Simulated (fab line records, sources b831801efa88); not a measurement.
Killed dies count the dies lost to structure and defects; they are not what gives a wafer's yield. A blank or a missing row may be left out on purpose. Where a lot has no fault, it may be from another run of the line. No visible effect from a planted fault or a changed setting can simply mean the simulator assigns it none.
A single fault, viewed from 2 desks / flow gf180mcu / each desk holds nothing but its own numbers, with what lay behind them at the end

== AT THE METROLOGY DESK ==
What the gauges read for every lot (on any tool): the sampled wafers with a number, averaged. Any lot whose mean is over 4 standard deviations away from the usual mean is out of limits and marked OUT; that distance is given in the brackets.
Columns: A = V2_W_RS at GF_V2_RS_MEAS_24, usual 0.328 ohm/sq; B = V2_W_THK at GF_V2_THK_MEAS_25, usual 347 nm
lot=L236; first seen here=day 20 07:01; A=0.333; B=340
lot=L238; first seen here=day 21 00:35; A=0.326; B=353
lot=L239; first seen here=day 21 15:03; A=0.327; B=348
lot=L240; first seen here=day 22 00:44; A=0.329; B=349
lot=L244; first seen here=day 23 09:02; A=0.330; B=345
lot=L250; first seen here=day 25 21:56; A=0.330; B=344
lot=L249; first seen here=day 25 22:58; A=0.329; B=349
lot=L251; first seen here=day 26 05:29; A=0.325; B=349
lot=L252; first seen here=day 26 11:37; A=0.386 (+13) OUT; B=294 (-9.9) OUT
lot=L254; first seen here=day 27 00:53; A=0.324; B=353
lot=L253; first seen here=day 27 01:59; A=0.388 (+13) OUT; B=292 (-10) OUT
lot=L255; first seen here=day 27 11:35; A=0.387 (+13) OUT; B=293 (-10) OUT
This desk reports L252, L253, L255 out of limits; the earliest was L252 at day 26 11:37 (V2_W_RS at GF_V2_RS_MEAS_24). L236, L238, L239, L240, L244, L250, L249, L251, L254: within limits.

== AT THE TOOL OWNER'S DESK: cvd-w-02 ==
The tool's own readings at GF_V2_CVD_23 (deposits W, target thk 350 nm, time 104.94 s): means of the sampled wafers that have a number, for each lot that ran on this tool. Any lot whose mean is over 4 standard deviations away from the usual mean is out of limits and marked OUT; that distance is given in the brackets.
Columns: A = heater-power-w at GF_V2_CVD_23, usual 881 W; B = susceptor-temp-C at GF_V2_CVD_23, usual 400.02 C
lot=L238; first seen here=day 21 00:29; A=913; B=399.86
lot=L239; first seen here=day 21 14:55; A=924; B=400.07
lot=L240; first seen here=day 22 00:37; A=852; B=399.88
lot=L244; first seen here=day 23 08:55; A=858; B=400.08
lot=L250; first seen here=day 25 21:48; A=861; B=399.83
lot=L252; first seen here=day 26 11:29; A=919; B=400.02
lot=L253; first seen here=day 27 01:51; A=851; B=400.20
lot=L255; first seen here=day 27 11:28; A=857; B=399.98
Result from this desk: across the 8 lots, nothing is out of limits.

== PUT TOGETHER ==
The metrology desk could have raised an alarm at day 26 11:37, on L252, L253, L255.
The desk of the tool owner found nothing out of limits.
Tool owner's desk: L252, L253, L255 on record, inside its limits.
Every lot named ran GF_V2_CVD_23 on cvd-w-02.

== WHAT THE SIMULATOR HAD INSERTED ==
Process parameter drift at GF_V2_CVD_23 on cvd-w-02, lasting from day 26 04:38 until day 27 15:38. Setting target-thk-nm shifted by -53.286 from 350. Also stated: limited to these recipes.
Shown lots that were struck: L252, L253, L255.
Hours from the fault's start to each desk's first reading out of limits: the metrology desk, 7.
